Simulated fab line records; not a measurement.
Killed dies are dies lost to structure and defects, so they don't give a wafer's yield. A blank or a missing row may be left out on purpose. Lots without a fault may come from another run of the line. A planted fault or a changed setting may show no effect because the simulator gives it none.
Which tool was responsible? :: flow sky130 :: 14 lots, 42 wafers sampled, at 3 steps of a route of 708

== WHAT THE GAUGES SHOWED, per wafer ==
SKY_VT_ADJUST_LVTN_OVL_MEAS_18.
lot: L927
measured: day 8 06:16
on: overlay-02
VT_ADJUST_LVTN_01_OVL (nm): -0.3 0.2 1.5

lot: L928
measured: day 8 10:32
on: overlay-01
VT_ADJUST_LVTN_01_OVL (nm): -0.2 -0.7 -0.2

lot: L931
measured: day 9 04:32
on: overlay-01
VT_ADJUST_LVTN_01_OVL (nm): -0.4 -1.2 -0.9

lot: L932
measured: day 9 10:49
on: overlay-02
VT_ADJUST_LVTN_01_OVL (nm): -0.9 1.8 0.6

lot: L936
measured: day 10 22:10
on: overlay-01
VT_ADJUST_LVTN_01_OVL (nm): 0.2 -0.1 0.6

lot: L938
measured: day 11 07:29
on: overlay-01
VT_ADJUST_LVTN_01_OVL (nm): 2.0 1.0 0.4

lot: L940
measured: day 11 22:52
on: overlay-02
VT_ADJUST_LVTN_01_OVL (nm): -3.8 -2.9 -2.9

lot: L941
measured: day 12 00:07
on: overlay-02
VT_ADJUST_LVTN_01_OVL (nm): -1.7 -0.6 -0.7

lot: L942
measured: day 12 05:53
on: overlay-02
VT_ADJUST_LVTN_01_OVL (nm): 0.5 1.5 -1.2

lot: L945
measured: day 12 23:07
on: overlay-02
VT_ADJUST_LVTN_01_OVL (nm): 0.3 -0.6 -0.3

lot: L946
measured: day 13 08:11
on: overlay-02
VT_ADJUST_LVTN_01_OVL (nm): -0.5 -2.9 -1.9

lot: L947
measured: day 13 15:52
on: overlay-02
VT_ADJUST_LVTN_01_OVL (nm): -0.8 -1.2 0.9

lot: L948
measured: day 14 00:32
on: overlay-02
VT_ADJUST_LVTN_01_OVL (nm): -0.1 0.2 -1.5

lot: L949
measured: day 14 09:53
on: overlay-01
VT_ADJUST_LVTN_01_OVL (nm): 0.1 1.5 0.3

SKY_POLY_GATE_OVL_MEAS_14.
lot: L927
measured: day 17 19:09
on: overlay-01
POLY_GATE_OVL (nm): -10 -1 -11

lot: L928
measured: day 17 18:49
on: overlay-01
POLY_GATE_OVL (nm): 3 -9 -7

lot: L931
measured: day 18 03:25
on: overlay-02
POLY_GATE_OVL (nm): -6 -6 -13

lot: L932
measured: day 18 19:28
on: overlay-02
POLY_GATE_OVL (nm): -6 -10 1

lot: L936
measured: day 21 05:18
on: overlay-02
POLY_GATE_OVL (nm): -1 0 -3

lot: L938
measured: day 21 11:38
on: overlay-02
POLY_GATE_OVL (nm): -10 -1 -2

lot: L940
measured: day 22 07:26
on: overlay-02
POLY_GATE_OVL (nm): 0 0 -3

lot: L941
measured: day 22 05:38
on: overlay-01
POLY_GATE_OVL (nm): -9 -5 1

lot: L942
measured: day 22 07:17
on: overlay-01
POLY_GATE_OVL (nm): -8 -8 -13

lot: L945
measured: day 23 00:17
on: overlay-01
POLY_GATE_OVL (nm): 9 8 1

lot: L946
measured: day 24 05:52
on: overlay-02
POLY_GATE_OVL (nm): -10 -1 -12

lot: L947
measured: day 24 06:09
on: overlay-01
POLY_GATE_OVL (nm): -10 -13 -15

lot: L948
measured: day 24 07:50
on: overlay-02
POLY_GATE_OVL (nm): -2 -5 -2

lot: L949
measured: day 24 15:40
on: overlay-02
POLY_GATE_OVL (nm): 0 4 4

== WHAT TOOL EACH LOT RAN ON (gives the tool, then ch and the chambers of the sampled wafers, and finally the start) ==
lot: L927
SKY_VT_ADJUST_PCH_STRIP_09: plasma_asher-04 ch 0,1, day 11 01:07

lot: L928
SKY_VT_ADJUST_PCH_STRIP_09: plasma_asher-02 ch 0,1, day 11 04:40

lot: L931
SKY_VT_ADJUST_PCH_STRIP_09: plasma_asher-02 ch 0,1, day 12 01:07

lot: L932
SKY_VT_ADJUST_PCH_STRIP_09: plasma_asher-03 ch 0,1, day 12 08:43

lot: L936
SKY_VT_ADJUST_PCH_STRIP_09: plasma_asher-04 ch 0,1, day 13 22:55

lot: L938
SKY_VT_ADJUST_PCH_STRIP_09: plasma_asher-03 ch 0,1, day 14 10:01

lot: L940
SKY_VT_ADJUST_PCH_STRIP_09: plasma_asher-04 ch 0,1, day 15 02:54

lot: L941
SKY_VT_ADJUST_PCH_STRIP_09: plasma_asher-03 ch 0,1, day 15 04:46

lot: L942
SKY_VT_ADJUST_PCH_STRIP_09: plasma_asher-02 ch 0,1, day 15 08:46

lot: L945
SKY_VT_ADJUST_PCH_STRIP_09: plasma_asher-02 ch 1, day 16 05:30

lot: L946
SKY_VT_ADJUST_PCH_STRIP_09: plasma_asher-03 ch 1, day 16 15:31

lot: L947
SKY_VT_ADJUST_PCH_STRIP_09: plasma_asher-02 ch 0,1, day 16 22:51

lot: L948
SKY_VT_ADJUST_PCH_STRIP_09: plasma_asher-02 ch 0,1, day 17 11:33

lot: L949
SKY_VT_ADJUST_PCH_STRIP_09: plasma_asher-04 ch 0,1, day 17 19:34
- SKY_VT_ADJUST_PCH_STRIP_09: strips in O2/N2.

== WHAT THE TOOLS THEMSELVES READ (means of the sampled wafers that have a number; where no wafer has one, the mark that the record gives instead) ==
SKY_VT_ADJUST_PCH_STRIP_09.
lot: L927
tool: plasma_asher-04
drypump_motor_current_A (A): 5.7
o2_flow_sccm (sccm): 2991
oes_product_au (a.u.): 0.723
strip_time_to_endpoint_s (s): 36.81

lot: L928
tool: plasma_asher-02
drypump_motor_current_A (A): 5.9
o2_flow_sccm (sccm): 3003
oes_product_au (a.u.): 0.721
strip_time_to_endpoint_s (s): 36.89

lot: L931
tool: plasma_asher-02
drypump_motor_current_A (A): 5.9
o2_flow_sccm (sccm): 3000
oes_product_au (a.u.): 0.724
strip_time_to_endpoint_s (s): 36.92

lot: L932
tool: plasma_asher-03
drypump_motor_current_A (A): 5.8
o2_flow_sccm (sccm): 3002
oes_product_au (a.u.): 0.724
strip_time_to_endpoint_s (s): 36.86

lot: L936
tool: plasma_asher-04
drypump_motor_current_A (A): 5.7
o2_flow_sccm (sccm): 3006
oes_product_au (a.u.): 0.719
strip_time_to_endpoint_s (s): 36.90

lot: L938
tool: plasma_asher-03
drypump_motor_current_A (A): 5.7
o2_flow_sccm (sccm): 2998
oes_product_au (a.u.): 0.729
strip_time_to_endpoint_s (s): 37.01

lot: L940
tool: plasma_asher-04
drypump_motor_current_A (A): 5.7
o2_flow_sccm (sccm): 3003
oes_product_au (a.u.): 0.724
strip_time_to_endpoint_s (s): 37.06

lot: L941
tool: plasma_asher-03
drypump_motor_current_A (A): 5.8
o2_flow_sccm (sccm): 2995
oes_product_au (a.u.): 0.719
strip_time_to_endpoint_s (s): 36.88

lot: L942
tool: plasma_asher-02
drypump_motor_current_A (A): 5.6
o2_flow_sccm (sccm): 2991
oes_product_au (a.u.): 0.720
strip_time_to_endpoint_s (s): 36.91

lot: L945
tool: plasma_asher-02
drypump_motor_current_A (A): 6.2
o2_flow_sccm (sccm): 3009
oes_product_au (a.u.): 0.724
strip_time_to_endpoint_s (s): 36.84

lot: L946
tool: plasma_asher-03
drypump_motor_current_A (A): 5.3
o2_flow_sccm (sccm): 2985
oes_product_au (a.u.): 0.720
strip_time_to_endpoint_s (s): 36.89

lot: L947
tool: plasma_asher-02
drypump_motor_current_A (A): 5.9
o2_flow_sccm (sccm): 2991
oes_product_au (a.u.): 0.724
strip_time_to_endpoint_s (s): 36.82

lot: L948
tool: plasma_asher-02
drypump_motor_current_A (A): 5.9
o2_flow_sccm (sccm): 3003
oes_product_au (a.u.): 0.720
strip_time_to_endpoint_s (s): 36.81

lot: L949
tool: plasma_asher-04
drypump_motor_current_A (A): 5.9
o2_flow_sccm (sccm): 3002
oes_product_au (a.u.): 0.726
strip_time_to_endpoint_s (s): 37.04

== THE ANSWER, worked out from the rows above alone ==
Rule: usual is defined by the lots themselves. The widest of any qualifying gaps counts: lots, ordered by their means at a reading, are off when they make up no more than a third of the lots, leave a main group of 4 or more, and stand apart from it by 3 or more times the standard deviation of that group's means. If all means in a main group match to the digits the tables above print for the reading, that group is not used. Also off: a lot with no number at a reading for which 4 or more lots have one. All remaining lots with rows at the step are treated as sound. First the gauges in route order, then the tools' own readings, where a lot's mean is used as printed above. At the first step where some lot is off, the reading lying furthest off is the one used; lots without a number count as furthest.
None of the lots is off at any reading shown; this tells nothing.

== WHAT THE SIMULATOR HAD PUT IN ==
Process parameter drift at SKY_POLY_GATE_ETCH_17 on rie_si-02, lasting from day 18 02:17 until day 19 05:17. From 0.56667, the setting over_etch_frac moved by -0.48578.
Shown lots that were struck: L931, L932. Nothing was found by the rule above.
